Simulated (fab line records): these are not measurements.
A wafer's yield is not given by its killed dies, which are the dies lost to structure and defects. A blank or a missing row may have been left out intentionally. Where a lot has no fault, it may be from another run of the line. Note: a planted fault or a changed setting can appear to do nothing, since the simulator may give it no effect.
Split-lot study	flow gf180mcu	route with 602 steps; 5 lots, 23 wafers read

## ON THE SPLIT
At GF_HV_LDD_IMPLANT_09, the setting dose-cm2 was moved away from the recipe's 1e+14 on 6 of the 23 wafers read, by -5.3% to +11.0%. The other wafers ran this setting at the recipe's value.

## FROM THE SPLIT TO THE READING: what the file shows between them, 10 steps
- GF_HV_LDD_STRIP_10: strips in O2/N2
- GF_HV_LDD_TW_MEAS_11
- GF_HV_LDD_IMPLANT_21 (also split here: energy-kev)
- GF_HV_LDD_DEVELOP_45: develop time 60 s (also split here: dev-temp-c)
- GF_HV_LDD_CD_MEAS_46: target cd 400 nm
- GF_HV_LDD_IMPLANT_48 (also split here: dose-cm2)
- GF_HV_LDD_STRIP_49: strips in O2/N2
- GF_HV_LDD_TW_MEAS_50
- GF_HV_LDD_CLEAN_51: cleans in SC1/SC2, time 150 s
- GF_HV_LDD_RTA_52: time 10 s

## THE READING
HV_LDD_RS, in ohm/sq, at GF_HV_LDD_RS_MEAS_53 (measures by four-point-probe). A value of 418.5 ohm/sq with a standard deviation of 0.9 ohm/sq is what fault-free wafers of this fab line usually give.

wafer	tool, chamber at the split	dose-cm2 as run	against the recipe	HV_LDD_RS, ohm/sq	against lot-mates on the recipe
L075.1	implanter-04, 0	1e+14	recipe	419.4	-
L075.4	implanter-04, 0	1e+14	recipe	417.1	-
L075.6	implanter-04, 0	1e+14	recipe	419.4	-
L077.1	implanter-02, 0	1e+14	recipe	417.3	-
L077.2	implanter-02, 0	1e+14	recipe	417.1	-
L077.3	implanter-02, 0	1e+14	recipe	417.7	-
L077.5	implanter-02, 0	1e+14	recipe	417.4	-
L077.6	implanter-02, 0	1e+14	recipe	417.5	-
L078.1	implanter-04, 0	1e+14	recipe	419.4	-
L078.2	implanter-04, 0	1e+14	recipe	419.5	-
L078.3	implanter-04, 0	9.47e+13	-5.3%	428.8	+9.4
L078.4	implanter-04, 0	9.47e+13	-5.3%	429.6	+10.2
L078.6	implanter-04, 0	9.47e+13	-5.3%	429.9	+10.4
L079.1	implanter-01, 0	1e+14	recipe	418.3	-
L079.2	implanter-01, 0	1.11e+14	+11.0%	399.9	-18.6
L079.3	implanter-01, 0	1e+14	recipe	418.6	-
L079.4	implanter-01, 0	1.11e+14	+11.0%	399.5	-19.0
L079.5	implanter-01, 0	1.11e+14	+11.0%	398.5	-20.0
L083.2	implanter-02, 0	1e+14	recipe	418.1	-
L083.3	implanter-02, 0	1e+14	recipe	418.7	-
L083.4	implanter-02, 0	1e+14	recipe	418.9	-
L083.5	implanter-02, 0	1e+14	recipe	419.8	-
L083.6	implanter-02, 0	1e+14	recipe	420.0	-

THE FIT
A straight line over all 23 wafers: HV_LDD_RS changes by -1.82 ohm/sq for each +1% of dose-cm2; r = -0.99; the points scatter about the line by 1 ohm/sq.
The same after taking each lot's own level away (the mean of its wafers on the recipe; 23 wafers): -1.77 ohm/sq for each +1%; r = -1.00; scatter 0.66 ohm/sq.
The reading moves by 19 ohm/sq for the largest change in dose-cm2, on that fit.
From 417.40 to 419.45 ohm/sq: that is the span of the lots' own levels, equal to 2.3 times the standard deviation above.
Hence the lot-to-lot level has little effect on the slope; both slopes agree.
Check: for one of the wafers moved furthest among these (+11.0%), held out of the fit, the line's prediction against its lot-mates is -19.7 ohm/sq. Against them it came out at -18.6 ohm/sq.

## THE OTHER SPLITS THESE WAFERS WENT THROUGH
These wafers also went through other splits before the reading. Each is held against what the fit with the lots' levels taken away leaves over:
other split on the same wafers	wafers away from the commonest value	r with HV_LDD_RS (lot level and that fit taken away)
GF_HV_LDD_IMPLANT_21 energy-kev	9	+0.29
GF_HV_LDD_DEVELOP_45 dev-temp-c	5	+0.05
GF_HV_LDD_IMPLANT_48 dose-cm2	9	-0.19

## THE WHOLE CHAIN: every reading that the file lists as answering this split, in the file's order
step	what it does	reading	change (the file's fit)	r (the file's)
GF_HV_LDD_TW_MEAS_11		HV_LDD_TW	+6.6 for each +1% of the setting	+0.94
GF_HV_LDD_RS_MEAS_53	measures by four-point-probe	HV_LDD_RS	-1.77 for each +1% of the setting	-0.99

## FILE'S OWN FIT
HV_LDD_RS changes by -1.77 ohm/sq for each +1% of dose-cm2, r = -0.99.
